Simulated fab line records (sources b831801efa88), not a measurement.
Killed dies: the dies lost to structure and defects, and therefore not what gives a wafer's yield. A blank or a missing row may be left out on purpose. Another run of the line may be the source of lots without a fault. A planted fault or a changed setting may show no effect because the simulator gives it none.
Comparing a struck lot with a sound one + flow gf180mcu + 16 out of 602 route steps
Sound: wafers L129.3, L129.4, L129.6. Wafers L135.3, L135.6 were the ones struck. At the end, the cause is stated.
At each step with rows: each side's tool, then ch and its chambers, then its first start. Under that, the readings that differ: sound wafers + struck wafers + difference of the means + sigmas: that difference in standard deviations of wafers without a fault.
alike: a reading whose means differ by less than 2 such deviations, as well as words and numbers matching on both sides. not compared: withheld readings; readings where some wafer has no value; bounds like >300 that might hide an equal value; numbers whose values overlap and for which the record gives no deviation.
Wherever a step has rows on one side only, a row that says differs or no value, or a row with sigmas, the two part there. Non-overlapping numbers with no deviation appear without sigmas and do not part them. A reading missing from all wafers of one side parts the sides only when that side holds two or more wafers.

GF_STI_THK_MEAS_02:
  sound on film_metro-02, day 2 12:32; struck on film_metro-02, day 3 19:35
  alike: STI_OXIDATION_THK
then, 1 step without rows for these wafers: GF_STI_CVD_03 (deposits Si3N4 from DCS/NH3, target thk 207.16 nm, time 3551 s).
GF_STI_THK_MEAS_04:
  sound on film_metro-04, day 2 14:35; struck on film_metro-02, day 3 22:37
| reading             | sound             | struck      | difference | sigmas |
|---------------------|-------------------|-------------|------------|--------|
| STI_CVD_03_THK (nm) | 209.0 207.9 210.1 | 204.8 204.1 | -4.6       | -3     |
then, 7 steps without rows for these wafers: GF_STI_DEHYDRATE_05 (time 60 s); GF_STI_HMDS_06 (prime time 60 s); GF_STI_COAT_07 (resist thk 700 nm); GF_STI_SOFTBAKE_08 (time 60 s); GF_STI_EXPOSE_09 (exposes mask COMP, target cd 220 nm); GF_STI_PEB_10 (peb time 90 s); GF_STI_DEVELOP_11 (develop time 60 s).
GF_STI_CD_MEAS_12 targets a cd of 220 nm.
  sound on cd_sem-01, day 3 02:32; struck on cd_sem-02, day 4 11:10
  alike: cd_nm
GF_STI_ETCH_13: etches the open film in CHF3/O2, stops on Si, target depth 282.31 nm, time 112.9 s.
  sound on rie_diel-01 ch 1,2,3, day 3 02:37; struck on rie_diel-04 ch 1,3, day 4 11:14
| reading                     | sound       | struck  | difference | sigmas |
|-----------------------------|-------------|---------|------------|--------|
| drypump_motor_current_A (A) | 6.6 6.1 6.5 | 5.3 4.6 | -1.5       | -3     |
  alike: O2_flow_sccm, oes_product_au, run_length_s, throttle_valve_pct
  not compared: rf_hours_counter_h
GF_STI_ETCH_14: etches Si in HBr/Cl2/O2, target depth 360 nm, time 102.9 s.
  sound on rie_si-02 ch 0,1,3, day 3 02:42; struck on rie_si-02 ch 2,3, day 4 11:19
| reading                              | sound             | struck      | difference | sigmas      |
|--------------------------------------|-------------------|-------------|------------|-------------|
| run_length_s (s)                     | 131.4 131.7 131.8 | 90.3 91.1   | -40.9      | -99 or more |
| model.STI.feature_depth_nm (nm)      | 358.6 362.3 372   | 217.6 221.4 | -144.8     |             |
| model.etch.depth_nm (nm)             | 358.6 362.3 372   | 217.6 221.4 | -144.8     |             |
| model.KrF_of_STI_COAT_07.thk_nm (nm) | 320 319.7 323.9   | 367.2 363.8 | +44.3      |             |
  alike: O2_flow_sccm, drypump_motor_current_A, oes_product_au, throttle_valve_pct
  not compared: rf_hours_counter_h
GF_STI_STRIP_15: strips in O2/N2.
  sound on plasma_asher-04 ch 0,1, day 3 02:49; struck on plasma_asher-02 ch 0,1, day 4 11:26
| reading                      | sound             | struck      | difference | sigmas |
|------------------------------|-------------------|-------------|------------|--------|
| heater_power_w (W)           | 391 403 405       | 337 327     | -68        | -2     |
| oes_product_au (a.u.)        | 0.378 0.390 0.382 | 0.408 0.398 | +0.020     | +4     |
| strip_time_to_endpoint_s (s) | 3.73 3.72 3.77    | 4.22 4.19   | +0.46      | +8     |
  alike: drypump_motor_current_A
  not compared: rf_hours_counter_h
then, 1 step without rows for these wafers: GF_STI_CLEAN_16 (cleans in dHF, time 25 s).
-- the record jumps here: 28 days lie between the struck wafers' starts before and after (it left off in module STI and takes up again in module PASSIVATION, whose first step shown is number 602 of the route) --
GF_PASSIVATION_PROBE_99:
  sound on prober-02, day 30 12:57; struck on prober-01, day 32 22:33
| reading                                 | sound                         | struck         | difference | sigmas |
|-----------------------------------------|-------------------------------|----------------|------------|--------|
| model.etest.pwell_in_dnwell.line_ohm_um | 3967 3993 4096                | 2993 3061      | -992       |        |
| model.etest.ldpmos_10p0.r_on_ohm_um     | 1.142e+04 1.136e+04 1.143e+04 | 1.008e+04 9915 | -1.406e+03 |        |
| model.etest.pwell_in_dnwell.rs_ohm_sq   | 2392 2413 2479                | 1814 1842      | -600       |        |
| model.etest.ldnmos_10p0.r_on_ohm_um     | 3739 3770 3801                | 3145 3131      | -632       |        |
| model.etest.p_drift.rs_ohm_sq           | 2408 2418 2480                | 1880 1896      | -547       |        |
| model.etest.n_drift.rs_ohm_sq           | 1196 1205 1256                | 846.9 854.9    | -368.1     |        |
| model.etest.nwell.line_ohm_um           | 1211 1214 1256                | 903.7 909.8    | -320.2     |        |
| model.etest.nwell.rs_ohm_sq             | 1034 1043 1077                | 771 776.5      | -278       |        |

## WHERE THEY PART
Earliest at GF_STI_THK_MEAS_04; latest, in this record, at GF_STI_STRIP_15.

WHY: the cause the simulator had injected
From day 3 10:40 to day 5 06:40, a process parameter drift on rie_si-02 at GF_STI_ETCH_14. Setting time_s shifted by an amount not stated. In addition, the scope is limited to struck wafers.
